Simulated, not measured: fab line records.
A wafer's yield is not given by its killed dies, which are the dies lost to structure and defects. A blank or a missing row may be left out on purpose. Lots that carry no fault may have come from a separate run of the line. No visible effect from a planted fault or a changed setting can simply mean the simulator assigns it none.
Struck lot and sound lot, side by side    flow sky130    18 out of 708 route steps
Sound: the wafers L245.2, L245.3, L245.6. Struck: wafer L255.2. (L255.4, L255.5 of the same lot were not struck and are left out.) The cause comes at the end.
For every step that has rows: the tool of each side, followed by ch and its chambers, followed by its first start. Under that, the readings that differ: sound wafers    struck wafers    difference of the means    sigmas: that difference in standard deviations of wafers without a fault.
alike: same words and numbers on both sides, and readings whose means sit less than 2 such deviations apart. not compared: any withheld reading, any reading some wafer has no value for, any bound like >300 that may hide the same value, and any number with overlapping values for which the record gives no deviation.
The two part at a step that has a row with sigmas, a row that says differs or no value, or rows on one side only. Numbers that don't overlap but have no deviation are shown without sigmas and don't part them. Lack of a reading on every wafer of one side parts them only where that side has two or more wafers.

first, 5 steps without rows for these wafers: SKY_VIA4_COAT_06 (resist thk 1140 nm); SKY_VIA4_SOFTBAKE_07 (time 60 s); SKY_VIA4_EXPOSE_08 (exposes mask VIM4, target cd 800 nm); SKY_VIA4_PEB_09; SKY_VIA4_DEVELOP_10 (develop time 60 s).
SKY_VIA4_OVL_MEAS_11:
  struck on overlay-01, day 45 17:23; sound on overlay-02, day 42 22:40
  alike: VIA4_OVL
SKY_VIA4_ETCH_12: etches SiO2 in C4F8/O2/Ar, stops on TiN, target depth 580 nm.
  sound on rieDiel-02 ch 0,1,2, day 42 22:41; struck on rieDiel-04 ch 3, day 45 17:25
  alike: oesProductAu
SKY_VIA4_STRIP_13: strips in O2/N2.
  sound on plasmaAsher-03 ch 1, day 42 22:46; struck on plasmaAsher-03 ch 0, day 45 17:30
  alike: drypumpMotorCurrentA, oesProductAu, stripTimeToEndpointS
  not compared: rfHoursCounterH
then, 3 steps without rows for these wafers: SKY_VIA4_STRIP_14 (strips in post etch residue remover, time 1200 s); SKY_VIA4_CLEAN_15 (cleans in IPA, time 180 s); SKY_VIA4_CLEAN_16 (cleans in O3/DIW).
SKY_VIA4_SPUTTER_17: material TiN, target thk 20 nm, time 80 s.
  struck on pvdSputter-02, day 45 18:05; sound on pvdSputter-01, day 42 23:25
  alike: throttleValvePct
SKY_VIA4_CVD_18: deposits W, target thk 505 nm, time 152.14 s.
  sound on cvdW-02 ch 0,1, day 42 23:29; struck on cvdW-02 ch 0, day 45 18:09
reading                            sound            struck  difference  sigmas
model.W_of_VIA4_CVD_18.thkNm (nm)  498.4 501 506.9  370.7   -131.4      
  alike: chamberPressureTorr, heaterPowerW
SKY_VIA4_RS_MEAS_19: uses a four-point probe to measure.
  struck on filmMetro-04, day 45 18:37; sound on filmMetro-04, day 42 23:40
reading             sound                 struck  difference  sigmas
VIA4_W_RS (ohm/sq)  0.2296 0.2280 0.2255  0.3094  +0.0817     +31
  not compared: hold
SKY_VIA4_THK_MEAS_20: measures by xrf.
  struck on filmMetro-04, day 45 19:46; sound on filmMetro-04, day 42 23:46
reading          sound        struck  difference  sigmas
VIA4_W_THK (nm)  488 493 498  368     -125        -19
  not compared: hold
SKY_VIA4_CMP_21: polishes, stops on SiO2, t overpolish 25 s, target thk 0 nm.
  sound on cmp-01 ch 0,1,3, day 42 23:58; struck on cmp-01 ch 3, day 45 22:01
reading              sound        struck                   difference                    sigmas
hold                 - - -        awaitDispo/2.2h/release  no value on the sound wafers  
timeToEndpointS (s)  123 127 135  93                       -35                           -7
  alike: motorCurrentA
SKY_METAL5_SPUTTER_00: material Ti, target thk 15 nm, time 10 s.
  struck on pvdSputter-01, day 45 22:19; sound on pvdSputter-04, day 43 00:16
  alike: throttleValvePct
-- the record jumps here: 2 days lie between the struck wafers' starts before and after (it left off in module METAL5 and takes up again in module PAD_OPEN, whose first step shown is number 708 of the route) --
SKY_PAD_OPEN_PROBE_99:
  the record has rows for the struck wafers here (prober-01, day 48 08:39) and none for the sound ones

WHERE THEY PART
Last at SKY_PAD_OPEN_PROBE_99 as far as this record goes, first at SKY_VIA4_RS_MEAS_19.

WHY: whatever the simulator had introduced
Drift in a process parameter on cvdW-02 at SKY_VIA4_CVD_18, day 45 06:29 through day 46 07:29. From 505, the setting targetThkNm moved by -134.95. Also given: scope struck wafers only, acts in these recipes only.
